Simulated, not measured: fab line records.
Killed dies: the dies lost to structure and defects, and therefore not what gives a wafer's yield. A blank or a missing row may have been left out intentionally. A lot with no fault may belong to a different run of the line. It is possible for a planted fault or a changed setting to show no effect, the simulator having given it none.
8D (eight disciplines) problem report, filled in by code    flow sky130    the parts of the form that need people (team, actions taken, sign-off) are left out

1. THE ISSUE
At SKY_CAPM_METAL_ETCH_13, run-length-s averages 92.9 s over 5 wafers from 2 lots, while fault-free wafers read 90.9 s, standard deviation 0.41. Measured from the usual mean, that is +4.9 standard deviations.
The step: etches TiN in Cl2/BCl3, stops on SiO2, target depth 220 nm, time 62.9 s.
First observed at day 41 11:18: wafer L557.3, on rie-metal-03. The record holds 33 wafers of 11 lots with a number at this step. Rule for "out", or "out of limits": more than 4 standard deviations from the usual mean. The rest of the wafers with a number are treated as sound.

2. WHAT THIS IS AND IS NOT
question                     is                                      is not
which readings at this step  run-length-s                            drypump-motor-current-A
which lots                   L557, L558                              L545, L546, L548, L549, L550, L556, L562, L564, L565
which wafers of those lots   L557.3, L557.5, L557.6, L558.3, L558.6  L558.4
read on which tools          rie-metal-03                            rie-metal-01, rie-metal-04
when                         from day 41 11:18                       up to then (18 sound wafers); but 10 sound wafers of L558, L562, L564, L565 came after

3. WHAT RULES OUT EACH SUSPECT
Counting: any tool at a process step up to the reading remains a suspect provided it ran every lot that is out. Sound lots after the first of them don't rule it out here, since some wafers of a struck lot are sound.
- pvd-sputter-02 at SKY_METAL2_SPUTTER_01 (material TiN, target thk 20 nm, time 16.7 s): kept. Ran every lot that is out, first one L557 (day 38 05:17); last sound lot up to then L550 (day 36 03:47).
- rie-metal-03 at SKY_CAPM_METAL_ETCH_13 (etches TiN in Cl2/BCl3, stops on SiO2, target depth 220 nm, time 62.9 s): kept. Ran every lot that is out, first one L557 (day 41 11:18); last sound lot up to then L550 (day 39 11:00). Out on those wafers are its own readings of run-length-s.
After counting, pvd-sputter-02 at SKY_METAL2_SPUTTER_01 and rie-metal-03 at SKY_CAPM_METAL_ETCH_13 remain.

4. THE CAUSE (what the simulator had put in)
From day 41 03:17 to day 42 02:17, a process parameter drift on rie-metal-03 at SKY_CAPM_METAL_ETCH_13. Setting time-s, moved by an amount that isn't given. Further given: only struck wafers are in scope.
Counting leaves 2 suspects; this tool is one of them.

5. SEQUENCE OF EFFECTS, ordered by route
Rows list readings where the struck wafers' mean (over those with a number) sits beyond 3 standard deviations from the usual. Scope: only readings with a usual standard deviation given in the record; hours: median across lots of the time from each lot's start at the first step in this table that gives one to its start at this step; sigmas: change in usual standard deviations.
hours  step                    reading         usual       on struck wafers  change  sigmas
0      SKY_CAPM_METAL_ETCH_13  run-length-s    90.9 s      92.9              +2.0    +4.9
25     SKY_METAL3_ETCH_17      oes-product-au  0.753 a.u.  0.733             -0.020  -3.1
Its process steps:
- SKY_CAPM_METAL_ETCH_13: etches TiN in Cl2/BCl3, stops on SiO2, target depth 220 nm, time 62.9 s.
- SKY_METAL3_ETCH_17: etches SiO2 in C4F8/O2/Ar, stops on TiN, time 3.9 s, target depth 15 nm.

6. HOW IT WOULD HAVE BEEN CAUGHT EARLIER
First out-of-limits reading in this record: day 41 11:18, which is 8 hours after fault onset at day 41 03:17.
